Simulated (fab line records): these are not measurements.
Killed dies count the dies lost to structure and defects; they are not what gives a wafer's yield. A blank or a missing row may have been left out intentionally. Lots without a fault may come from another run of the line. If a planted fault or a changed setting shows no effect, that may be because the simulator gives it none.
Code-filled problem report in 8D (eight disciplines) form / flow sky130 / the parts of the form that need people (team, actions taken, sign-off) are left out

## 1. PROBLEM STATEMENT
At SKY_METAL1_SPUTTER_04, chamber pressure pa averages 0.4471 Pa over 6 wafers from 2 lots, while fault-free wafers read 0.3999 Pa, standard deviation 0.00078. That puts it +61 standard deviations away from the usual mean.
The step: material TiN, target thk 70 nm, time 58.3 s.
First observed at day 34 12:16: wafer L559.1, on pvd sputter-04. Wafers with a number at this step in the record: 39, from 13 lots. The rule behind "out" and "out of limits": a value lying over 4 standard deviations away from the usual mean. All remaining wafers that have a number are taken as sound.

## 2. WHAT IT IS AND WHAT IT IS NOT
question=which readings at this step | is=chamber pressure pa | is not=-
question=which lots | is=L559, L560 | is not=L551, L554, L555, L556, L557, L558, L568, L571, L572, L573, L574
question=which wafers of those lots | is=all that have a number | is not=-
question=read on which tools | is=pvd sputter-04 | is not=pvd sputter-01, pvd sputter-02
question=when | is=from day 34 12:16 | is not=up to then (18 sound wafers); but 15 sound wafers of L568, L571, L572, L573, L574 came after

## 3. WHAT RULES OUT EACH SUSPECT
Counting: a tool stays on the suspect list if, at a process step up to the reading, it processed all lots that are out and no sound lot following the first of them.
- cvd w-01 at SKY_CONTACT_CVD_24 (deposits W, target thk 340 nm, time 102.12 s): ruled out as a lasting fault. Sound lots L568, L571, L574 ran on it after its first lot that is out, L559 (day 34 11:35).
- pvd sputter-04 at SKY_METAL1_SPUTTER_04 (material TiN, target thk 70 nm, time 58.3 s): ruled out as a lasting fault. Sound lots L571, L573 ran on it after its first lot that is out, L559 (day 34 12:16).
Left after counting: nothing in the record.

## 4. THE CAUSE (what the simulator had put in)
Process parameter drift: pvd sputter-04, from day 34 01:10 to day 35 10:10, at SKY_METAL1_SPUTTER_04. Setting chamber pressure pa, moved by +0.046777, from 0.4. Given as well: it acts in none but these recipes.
Counting ruled it out, wrongly.

## 5. THE EFFECT CHAIN, in route order
Each row: a reading whose mean over the struck wafers that have a number lies more than 3 standard deviations from the usual. Readings are gone through only where the record gives a usual standard deviation; hours: the median, over the lots, of the time from a lot's start at the first step in this table giving one to that lot's start at this step; sigmas: the change measured in usual standard deviations.
hours=0; step=SKY_METAL1_SPUTTER_04; reading=chamber pressure pa; usual=0.3999 Pa; on struck wafers=0.4471; change=+0.0472; sigmas=+61
Its process steps:
- SKY_METAL1_SPUTTER_04: material TiN, target thk 70 nm, time 58.3 s.
Later steps that measure or inspect, where all struck wafers having a row at the step show a number for every such reading and not one has moved that far: SKY_METAL1_THK_MEAS_06.

## 6. WHAT WOULD HAVE CAUGHT IT SOONER
The fault began at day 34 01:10; the first out-of-limits reading in this record came at day 34 12:16, 11 hours later.
